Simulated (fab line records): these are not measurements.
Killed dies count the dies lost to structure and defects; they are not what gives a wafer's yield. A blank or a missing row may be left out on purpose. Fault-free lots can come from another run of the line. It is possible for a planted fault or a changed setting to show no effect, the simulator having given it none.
Comparing a struck lot with a sound one + flow sky130 + 31 steps out of a route of 708
Sound: the wafers L615.3, L615.5, L615.6. Wafers L625.4, L625.5, L625.6 were the ones struck. The cause comes at the end.
Per side, at each step with rows, come the tool, then ch with its chambers, and then its first start. Under that, the readings that differ: sound wafers + struck wafers + difference of the means + sigmas: that difference in standard deviations of wafers without a fault.
alike: readings with means less than 2 such deviations apart, plus words and numbers identical on both sides. not compared: withheld readings, readings lacking a value on some wafer, bounds such as >300 that could conceal the same value, and numbers that have no deviation in the record and whose values overlap.
Wherever a step has rows on one side only, a row that says differs or no value, or a row with sigmas, the two part there. When numbers do not overlap yet have no deviation, they are printed without sigmas and do not part them. A reading missing from all wafers of one side parts the sides only when that side holds two or more wafers.

SKY_METAL4_CD_MEAS_13 targets a cd of 300 nm.
  sound: cdSem-01 at day 42 04:02; struck: cdSem-02 at day 46 18:06
  alike: cdNm
SKY_METAL4_OVL_MEAS_14:
  sound: overlay-01 at day 42 04:07; struck: overlay-01 at day 46 18:11
  alike: METAL4_OVL
SKY_METAL4_DESCUM_15: chemistry O2, time 8 s.
  sound on rieMetal-04 ch 0,1, day 42 04:10; struck on rieMetal-03 ch 0,1, day 46 18:13
  alike: chamberPressureMTorr, drypumpMotorCurrentA, oesProductAu
  not compared: rfHoursCounterH
SKY_METAL4_ETCH_16: etches BARC in N2/H2, stops on SiO2, time 88.2 s, target depth 60 nm.
  sound on rieMetal-04 ch 0,1, day 42 04:13; struck on rieMetal-03 ch 0,1, day 46 18:16
  alike: chamberPressureMTorr, drypumpMotorCurrentA, oesProductAu, throttleValvePct
  not compared: rfHoursCounterH
then, 2 steps without rows for these wafers: SKY_METAL4_ETCH_17 (etches SiO2 in C4F8/O2/Ar, stops on TiN, time 3.9 s, target depth 15 nm); SKY_METAL4_METAL_ETCH_18 (etches the open film in Cl2/BCl3, stops on SiO2, target depth 845 nm, time 183.1 s).
SKY_METAL4_STRIP_19: strips in O2/N2.
  sound on plasmaAsher-04 ch 0,1, day 42 04:31; struck on plasmaAsher-03 ch 0,1, day 46 18:34
  alike: chamberPressureMTorr, drypumpMotorCurrentA, oesProductAu, stripTimeToEndpointS
  not compared: rfHoursCounterH
then, 4 steps without rows for these wafers: SKY_METAL4_STRIP_20 (strips in post etch residue remover, time 1200 s); SKY_METAL4_CLEAN_21 (cleans in IPA, time 180 s); SKY_METAL4_CLEAN_22 (cleans in O3/DIW); SKY_VIA4_HDPCVD_00 (deposits SiO2, target thk 1750 nm, time 291.7 s).
SKY_VIA4_THK_MEAS_01:
  sound: filmMetro-02 at day 42 05:16; struck: filmMetro-04 at day 46 19:49
  alike: VIA4_HDPCVD_THK
SKY_VIA4_CMP_02: polishes SiO2.
  sound on cmp-02 ch 0,1, day 42 05:18; struck on cmp-02 ch 0,1, day 46 19:51
  no value came back on the struck wafers for edgeZonePressureFrac, headPressurePsi (psi), motorCurrentA (A); on the sound wafers edgeZonePressureFrac reads 0.995 1.002 1.004
| reading                                 | sound             | struck         | difference | sigmas |
|-----------------------------------------|-------------------|----------------|------------|--------|
| model.SiO2_of_VIA4_HDPCVD_00.thkNm (nm) | 578.1 577.8 581.1 | 1753 1751 1740 | +1169      |        |
SKY_VIA4_BOW_MEAS_03:
  sound: filmMetro-03 at day 42 05:38; struck: filmMetro-03 at day 46 20:13
| reading       | sound    | struck      | difference | sigmas |
|---------------|----------|-------------|------------|--------|
| VIA4_BOW (um) | 79 81 85 | 130 125 137 | +49        | +5     |
then, 7 steps without rows for these wafers: SKY_VIA4_DEHYDRATE_04 (time 60 s); SKY_VIA4_HMDS_05 (prime time 60 s); SKY_VIA4_COAT_06 (resist thk 1140 nm); SKY_VIA4_SOFTBAKE_07 (time 60 s); SKY_VIA4_EXPOSE_08 (exposes mask VIM4, target cd 800 nm); SKY_VIA4_PEB_09; SKY_VIA4_DEVELOP_10 (develop time 60 s).
SKY_VIA4_OVL_MEAS_11:
  sound: overlay-01 at day 43 04:33; struck: overlay-02 at day 47 15:44
  alike: VIA4_OVL
SKY_VIA4_ETCH_12: etches SiO2 in C4F8/O2/Ar, stops on TiN, target depth 580 nm.
  sound on rieDiel-01 ch 0,1, day 43 04:35; struck on rieDiel-02 ch 1,2,3, day 47 15:44
| reading                        | sound             | struck            | difference | sigmas      |
|--------------------------------|-------------------|-------------------|------------|-------------|
| oesProductAu (a.u.)            | 0.920 0.919 0.933 | 1.641 1.632 1.620 | +0.707     | +99 or more |
| model.etch.depthNm (nm)        | 578.1 577.8 581.1 | 668.6 657.1 654.5 | +81.1      |             |
| model.VIA4.featureDepthNm (nm) | 578.1 577.8 581.1 | 668.6 657.1 654.5 | +81.1      |             |
  alike: chamberPressureMTorr
then, 4 steps without rows for these wafers: SKY_VIA4_STRIP_13 (strips in O2/N2); SKY_VIA4_STRIP_14 (strips in post etch residue remover, time 1200 s); SKY_VIA4_CLEAN_15 (cleans in IPA, time 180 s); SKY_VIA4_CLEAN_16 (cleans in O3/DIW).
SKY_VIA4_SPUTTER_17: material TiN, target thk 20 nm, time 80 s.
  sound: pvdSputter-04 at day 43 05:16; struck: pvdSputter-02 at day 47 16:26
  alike: throttleValvePct
SKY_VIA4_CVD_18: deposits W, target thk 505 nm, time 152.14 s.
  sound on cvdW-01 ch 0,1, day 43 05:23; struck on cvdW-02 ch 0,1, day 47 16:33
  alike: heaterPowerW
SKY_VIA4_CMP_21: polishes, stops on SiO2, t overpolish 25 s, target thk 0 nm.
  sound on cmp-02 ch 0,1,3, day 43 05:49; struck on cmp-02 ch 0,1, day 47 16:50
| reading                                 | sound             | struck         | difference | sigmas |
|-----------------------------------------|-------------------|----------------|------------|--------|
| model.SiO2_of_VIA4_HDPCVD_00.thkNm (nm) | 572.6 572.4 575.6 | 1748 1746 1735 | +1169      |        |
  alike: edgeZonePressureFrac, headPressurePsi, motorCurrentA
-- the record jumps here: 2 days lie between the struck wafers' starts before and after (it left off in module VIA4 and takes up again in module PAD_OPEN, whose first step shown is number 708 of the route) --
SKY_PAD_OPEN_PROBE_99:
  only the struck wafers here have rows in the record (prober-01, day 50 04:37); the sound ones have none

== WHERE THEY PART ==
Earliest at SKY_VIA4_CMP_02; latest, in this record, at SKY_PAD_OPEN_PROBE_99.

WHY: what the simulator had put in
At SKY_VIA4_CMP_02, the step was skipped entirely on cmp-02 from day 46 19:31 on. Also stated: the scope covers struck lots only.
